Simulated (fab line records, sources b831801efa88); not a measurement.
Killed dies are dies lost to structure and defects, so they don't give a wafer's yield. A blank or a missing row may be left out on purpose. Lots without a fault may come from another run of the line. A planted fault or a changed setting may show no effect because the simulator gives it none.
Which tool did it? | flow gf180mcu | 6 lots, 18 wafers sampled, at 3 steps of a route of 602

WHAT THE GAUGES READ, wafer by wafer
GF_NSD_CD_MEAS_07: target cd 400 nm.
lot  | measured     | on        | cd_nm (nm)
L746 | day 15 01:31 | cd_sem-02 | - - -
L754 | day 17 19:11 | cd_sem-02 | 398.9 399.1 399.1
L756 | day 18 09:10 | cd_sem-01 | 398.2 400.9 400.7
L760 | day 19 20:16 | cd_sem-02 | 401.8 399.9 399.7
L762 | day 20 08:55 | cd_sem-02 | 402.7 402.6 402.2
L764 | day 21 03:27 | cd_sem-02 | 400.7 401.9 401.3

WHICH TOOL RAN EACH LOT (tool, then ch and the chambers of the sampled wafers, then the start)
lot  | GF_HV_LDD_STRIP_49                   | GF_NSD_DEVELOP_06
L746 | plasma_asher-03 ch 0, day 14 00:53   | litho_track-01 ch 0, day 15 01:22
L754 | plasma_asher-02 ch 0,1, day 16 17:56 | litho_track-01 ch 0, day 17 19:02
L756 | plasma_asher-02 ch 0,1, day 17 06:43 | litho_track-04 ch 0, day 18 09:01
L760 | plasma_asher-03 ch 0, day 18 17:43   | litho_track-04 ch 0, day 19 20:07
L762 | plasma_asher-01 ch 0,1, day 19 06:27 | litho_track-03 ch 0, day 20 08:46
L764 | plasma_asher-03 ch 0,1, day 20 00:46 | litho_track-01 ch 0, day 21 03:19
- GF_HV_LDD_STRIP_49: strips in O2/N2.
- GF_NSD_DEVELOP_06: develop time 60 s.

THE ANSWER, worked out from the rows above alone
Rule: what is usual is taken from the lots themselves. Put in order of their means at a reading, lots are off if they are a third of the lots or fewer, leave a main group of 4 or more, and stand apart from it by a gap of 3 or more times the standard deviation of the main group's means; of several such gaps the widest counts. A main group whose means are all the same, to the digits that the tables above print for the reading, isn't used. A lot without any number at a reading at which 4 lots or more have one is off too. The other lots that the step has rows for count as sound.
Off: L746, at GF_NSD_CD_MEAS_07 (cd_nm). Without a number there: L746. The main group: mean 400.6 nm, standard deviation 1.2.
A tool fits if, at a process step before that reading, it ran every lot that is off, and no sound lot after the first of them. The gauges at GF_NSD_CD_MEAS_07 are tried like those tools. None of those tried fits.

WHAT THE SIMULATOR HAD PUT IN
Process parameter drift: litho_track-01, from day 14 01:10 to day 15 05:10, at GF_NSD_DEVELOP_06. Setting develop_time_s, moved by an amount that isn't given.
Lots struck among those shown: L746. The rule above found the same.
